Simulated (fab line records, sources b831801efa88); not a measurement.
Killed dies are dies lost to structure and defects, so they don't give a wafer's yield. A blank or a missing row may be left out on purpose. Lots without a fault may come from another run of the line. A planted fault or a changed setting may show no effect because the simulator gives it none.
Which tool did it? | flow gf180mcu | 15 lots, 45 wafers sampled, at 6 steps of a route of 602

WHAT THE GAUGES READ, wafer by wafer
GF_STI_BOW_MEAS_00.
lot  | measured    | on            | INCOMING_BOW (um)
L758 | day 1 10:00 | film_metro-04 | 9 -2 7
L759 | day 1 15:00 | film_metro-04 | 7 -13 10
L760 | day 1 20:01 | film_metro-04 | -2 0 4
L761 | day 2 01:01 | film_metro-04 | -11 14 5
L763 | day 2 11:01 | film_metro-03 | -11 5 7
L764 | day 2 16:01 | film_metro-04 | 3 2 -5
L765 | day 2 21:00 | film_metro-03 | -2 12 12
L766 | day 3 02:02 | film_metro-04 | -2 4 0
L768 | day 3 12:01 | film_metro-01 | -11 8 4
L773 | day 4 13:01 | film_metro-01 | -7 1 5
L775 | day 4 23:01 | film_metro-04 | 4 2 1
L776 | day 5 04:00 | film_metro-04 | 8 -6 12
L777 | day 5 09:01 | film_metro-04 | 0 -1 -16
L779 | day 5 19:02 | film_metro-01 | 6 -2 8
L780 | day 6 00:01 | film_metro-01 | 10 11 -7

GF_STI_THK_MEAS_30.
lot  | measured    | on            | STI_OXIDATION_02_THK (nm)
L758 | day 2 05:07 | film_metro-03 | 9.91 9.77 9.98
L759 | day 2 11:08 | film_metro-01 | 9.89 9.63 9.66
L760 | day 2 17:27 | film_metro-04 | 10.14 9.91 10.18
L761 | day 2 21:29 | film_metro-04 | 10.23 10.25 10.29
L763 | day 3 07:05 | film_metro-01 | 10.15 10.23 10.12
L764 | day 4 09:31 | film_metro-01 | 9.95 9.94 9.75
L765 | day 4 09:34 | film_metro-03 | 9.94 9.78 9.74
L766 | day 4 13:19 | film_metro-04 | 9.93 9.93 9.89
L768 | day 4 13:18 | film_metro-03 | 9.72 9.83 9.72
L773 | day 5 12:20 | film_metro-03 | 10.00 10.19 10.04
L775 | day 5 21:40 | film_metro-03 | 10.10 10.01 10.17
L776 | day 6 04:41 | film_metro-04 | 9.73 9.82 9.82
L777 | day 6 08:22 | film_metro-03 | 9.97 9.78 9.99
L779 | day 6 18:10 | film_metro-04 | 10.00 9.96 10.02
L780 | day 7 07:37 | film_metro-01 | 10.16 10.09 9.98

GF_LVPWELL_TW_MEAS_11.
lot  | measured    | on            | LVPWELL_TW
L758 | day 3 19:04 | film_metro-04 | 565 568 567
L759 | day 3 23:02 | film_metro-02 | 555 554 556
L760 | day 4 02:48 | film_metro-02 | 551 552 552
L761 | day 4 03:23 | film_metro-04 | 564 563 562
L763 | day 4 10:22 | film_metro-03 | 570 568 567
L764 | day 6 04:07 | film_metro-02 | 554 552 550
L765 | day 6 04:52 | film_metro-02 | 556 552 550
L766 | day 6 08:45 | film_metro-03 | 570 569 570
L768 | day 6 09:04 | film_metro-02 | 552 553 553
L773 | day 7 09:50 | film_metro-04 | 561 561 563
L775 | day 7 20:31 | film_metro-04 | 562 567 563
L776 | day 8 04:40 | film_metro-02 | 554 552 551
L777 | day 8 08:32 | film_metro-03 | 566 571 568
L779 | day 8 18:55 | film_metro-03 | 569 568 572
L780 | day 9 08:47 | film_metro-02 | 553 552 551

GF_MVSD_TW_MEAS_11.
lot  | measured     | on            | MVSD_TW
L758 | day 4 02:29  | film_metro-02 | 1569 1576 1575
L759 | day 4 04:41  | film_metro-03 | 1603 1602 1603
L760 | day 4 09:54  | film_metro-02 | 1562 1547 1550
L761 | day 4 10:33  | film_metro-02 | 1567 1572 1556
L763 | day 5 00:04  | film_metro-02 | 1577 1571 1572
L764 | day 6 19:49  | film_metro-04 | 1592 1588 1586
L765 | day 6 20:29  | film_metro-02 | 29 30 29
L766 | day 7 00:25  | film_metro-03 | 30 30 30
L768 | day 7 00:40  | film_metro-03 | 30 30 30
L773 | day 8 01:56  | film_metro-02 | 1567 1559 1558
L775 | day 8 13:19  | film_metro-02 | 1549 1556 1557
L776 | day 8 21:47  | film_metro-02 | 1565 1560 1562
L777 | day 9 01:49  | film_metro-04 | 1590 1587 1575
L779 | day 9 12:11  | film_metro-04 | 1602 1588 1596
L780 | day 10 02:43 | film_metro-02 | 1549 1559 1554

WHICH TOOL RAN EACH LOT (tool, then ch and the chambers of the sampled wafers, then the start)
lot  | GF_LVPWELL_STRIP_10                 | GF_MVSD_STRIP_10
L758 | plasma_asher-02 ch 0,1, day 3 18:58 | plasma_asher-04 ch 0,1, day 4 02:23
L759 | plasma_asher-04 ch 0,1, day 3 22:56 | plasma_asher-04 ch 0,1, day 4 04:35
L760 | plasma_asher-01 ch 0,1, day 4 02:41 | plasma_asher-01 ch 0,1, day 4 09:47
L761 | plasma_asher-02 ch 0,1, day 4 03:17 | plasma_asher-04 ch 0,1, day 4 10:26
L763 | plasma_asher-02 ch 0,1, day 4 10:16 | plasma_asher-01 ch 0,1, day 4 23:58
L764 | plasma_asher-04 ch 0,1, day 6 04:01 | plasma_asher-04 ch 0,1, day 6 19:41
L765 | plasma_asher-04 ch 1, day 6 04:46   | plasma_asher-04 ch 0,1, day 6 20:23
L766 | plasma_asher-02 ch 0,1, day 6 08:40 | plasma_asher-01 ch 0,1, day 7 00:19
L768 | plasma_asher-01 ch 0,1, day 6 08:58 | plasma_asher-04 ch 0,1, day 7 00:34
L773 | plasma_asher-01 ch 0,1, day 7 09:44 | plasma_asher-04 ch 0,1, day 8 01:50
L775 | plasma_asher-02 ch 0,1, day 7 20:25 | plasma_asher-04 ch 0,1, day 8 13:13
L776 | plasma_asher-04 ch 0,1, day 8 04:34 | plasma_asher-01 ch 0,1, day 8 21:41
L777 | plasma_asher-01 ch 0,1, day 8 08:26 | plasma_asher-04 ch 0,1, day 9 01:43
L779 | plasma_asher-01 ch 0,1, day 8 18:49 | plasma_asher-03 ch 0,1, day 9 12:05
L780 | plasma_asher-02 ch 0,1, day 9 08:40 | plasma_asher-03 ch 0,1, day 10 02:34
- GF_LVPWELL_STRIP_10: strips in O2/N2.
- GF_MVSD_STRIP_10: strips in O2/N2.

WHAT THE TOOLS THEMSELVES READ (means of the sampled wafers that have a number; where no wafer has one, the mark that the record gives instead)
GF_LVPWELL_STRIP_10.
lot  | tool            | chamber_pressure_mTorr (mTorr) | drypump_motor_current_A (A) | heater_power_w (W) | oes_product_au (a.u.) | strip_time_to_endpoint_s (s)
L758 | plasma_asher-02 | 1498.0                         | 6.0                         | 323                | 0.723                 | 37.04
L759 | plasma_asher-04 | 1498.3                         | 5.5                         | 330                | 0.718                 | 37.01
L760 | plasma_asher-01 | 1501.3                         | 5.8                         | 306                | 0.723                 | 36.97
L761 | plasma_asher-02 | 1501.6                         | 6.0                         | 310                | 0.719                 | 36.95
L763 | plasma_asher-02 | 1501.4                         | 6.0                         | 319                | 0.717                 | 37.07
L764 | plasma_asher-04 | 1499.0                         | 5.3                         | 350                | 0.723                 | 36.93
L765 | plasma_asher-04 | -                              | -                           | -                  | -                     | -
L766 | plasma_asher-02 | -                              | -                           | -                  | -                     | -
L768 | plasma_asher-01 | -                              | -                           | -                  | -                     | -
L773 | plasma_asher-01 | 1499.6                         | 5.6                         | 329                | 0.723                 | 36.91
L775 | plasma_asher-02 | 1500.6                         | 6.0                         | 317                | 0.718                 | 36.92
L776 | plasma_asher-04 | 1500.3                         | 5.5                         | 329                | 0.721                 | 36.97
L777 | plasma_asher-01 | 1499.0                         | 5.8                         | 318                | 0.721                 | 36.73
L779 | plasma_asher-01 | 1500.0                         | 5.6                         | 328                | 0.727                 | 36.74
L780 | plasma_asher-02 | 1499.7                         | 6.0                         | 323                | 0.719                 | 36.80

GF_MVSD_STRIP_10.
lot  | tool            | chamber_pressure_mTorr (mTorr) | drypump_motor_current_A (A) | heater_power_w (W) | oes_product_au (a.u.) | strip_time_to_endpoint_s (s)
L758 | plasma_asher-04 | 1499.3                         | 5.35                        | 352                | 0.723                 | 36.94
L759 | plasma_asher-04 | 1500.7                         | 5.48                        | 330                | 0.719                 | 36.90
L760 | plasma_asher-01 | 1500.8                         | 5.58                        | 328                | 0.721                 | 37.02
L761 | plasma_asher-04 | 1498.8                         | 5.34                        | 351                | 0.719                 | 36.78
L763 | plasma_asher-01 | 1499.8                         | 5.59                        | 328                | 0.722                 | 36.97
L764 | plasma_asher-04 | 1500.4                         | 5.33                        | 351                | 0.722                 | 36.99
L765 | plasma_asher-04 | 1500.3                         | 5.53                        | 328                | 0.743                 | 81.38
L766 | plasma_asher-01 | 1498.8                         | 5.79                        | 317                | 0.740                 | 81.27
L768 | plasma_asher-04 | 1499.1                         | 5.51                        | 333                | 0.742                 | 81.58
L773 | plasma_asher-04 | 1498.9                         | 5.51                        | 329                | 0.726                 | 36.98
L775 | plasma_asher-04 | 1500.9                         | 5.37                        | 351                | 0.724                 | 36.94
L776 | plasma_asher-01 | 1501.0                         | 5.79                        | 309                | 0.722                 | 37.08
L777 | plasma_asher-04 | 1499.9                         | 5.50                        | 330                | 0.721                 | 37.00
L779 | plasma_asher-03 | 1499.5                         | 5.53                        | 259                | 0.719                 | 36.95
L780 | plasma_asher-03 | 1499.2                         | 5.53                        | 259                | 0.723                 | 37.02

THE ANSWER, worked out from the rows above alone
Rule: what is usual is taken from the lots themselves. Put in order of their means at a reading, lots are off if they are a third of the lots or fewer, leave a main group of 4 or more, and stand apart from it by a gap of 3 or more times the standard deviation of the main group's means; of several such gaps the widest counts. A main group whose means are all the same, to the digits that the tables above print for the reading, isn't used. A lot without any number at a reading at which 4 lots or more have one is off too. The other lots that the step has rows for count as sound. The gauges are gone through in route order, then the tools' own readings, and for those a lot's mean is taken as printed above. The first step at which some lot is off is used, and at that step the reading that is off furthest; a lot without a number counts as furthest.
Off: L765, L766, L768, at GF_MVSD_TW_MEAS_11 (MVSD_TW). The main group: mean 1572, standard deviation 16.
A tool fits if, at a process step before that reading, it ran every lot that is off, and no sound lot after the first of them. The gauges at GF_MVSD_TW_MEAS_11 aren't tried: what is off there is off at GF_LVPWELL_STRIP_10 too, on other tools, and a gauge's error can't cause that. None of those tried fits.

WHAT THE SIMULATOR HAD PUT IN
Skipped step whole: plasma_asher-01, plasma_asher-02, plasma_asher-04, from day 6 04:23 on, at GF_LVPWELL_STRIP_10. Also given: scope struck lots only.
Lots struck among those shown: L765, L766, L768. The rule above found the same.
